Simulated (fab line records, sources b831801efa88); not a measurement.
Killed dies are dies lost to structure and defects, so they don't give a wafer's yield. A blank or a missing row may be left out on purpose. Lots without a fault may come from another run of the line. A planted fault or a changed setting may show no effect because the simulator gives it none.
Which tool did it? | flow sky130 | 12 lots, 36 wafers sampled, at 1 step of a route of 708

WHAT THE GAUGES READ, wafer by wafer
SKY_SD_P_CD_MEAS_07: target cd 380 nm. Usual: cd_nm 380.4 nm, standard deviation 2.5.
lot  | measured     | on        | cd_nm (nm)        | flag
L387 | day 25 00:55 | cd_sem-02 | 380.3 379.4 381.0 |
L388 | day 25 15:01 | cd_sem-01 | 377.4 377.6 374.3 |
L389 | day 25 21:26 | cd_sem-02 | 382.0 384.2 383.7 |
L390 | day 25 21:46 | cd_sem-01 | 379.7 377.3 380.5 |
L392 | day 28 04:17 | cd_sem-01 | 381.0 379.2 376.7 |
L395 | day 28 06:11 | cd_sem-01 | 381.2 381.2 380.9 |
L402 | day 30 19:37 | cd_sem-01 | 378.2 381.4 380.0 |
L403 | day 30 23:50 | cd_sem-01 | 384.5 386.9 382.7 |
L404 | day 31 01:14 | cd_sem-01 | 379.4 381.8 382.5 |
L405 | day 31 05:52 | cd_sem-02 | 379.6 381.0 381.9 |
L408 | day 32 01:50 | cd_sem-01 | 379.1 381.6 377.8 |
L410 | day 32 23:25 | cd_sem-02 | 380.0 384.2 383.3 |

WHICH TOOL RAN EACH LOT (tool, then ch and the chambers of the sampled wafers, then the start)
The record holds no process step before these readings.

WHAT THE TOOLS THEMSELVES READ (means of the sampled wafers that have a number; where no wafer has one, the mark that the record gives instead)
The record holds no such reading with a usual standard deviation.

THE ANSWER, worked out from the rows above alone
Rule: a lot is off if the mean of its wafers that have a number lies more than 3 standard deviations from the usual mean. A lot without any number at a reading at which 4 lots or more have one is off too. The other lots that the step has rows for count as sound. The gauges are gone through in route order, then the tools' own readings, and for those a lot's mean is taken as printed above. The first step at which some lot is off is used, and at that step the reading that is off furthest; a lot without a number counts as furthest.
No lot is off at any reading shown: from this, nothing can be told.

WHAT THE SIMULATOR HAD PUT IN
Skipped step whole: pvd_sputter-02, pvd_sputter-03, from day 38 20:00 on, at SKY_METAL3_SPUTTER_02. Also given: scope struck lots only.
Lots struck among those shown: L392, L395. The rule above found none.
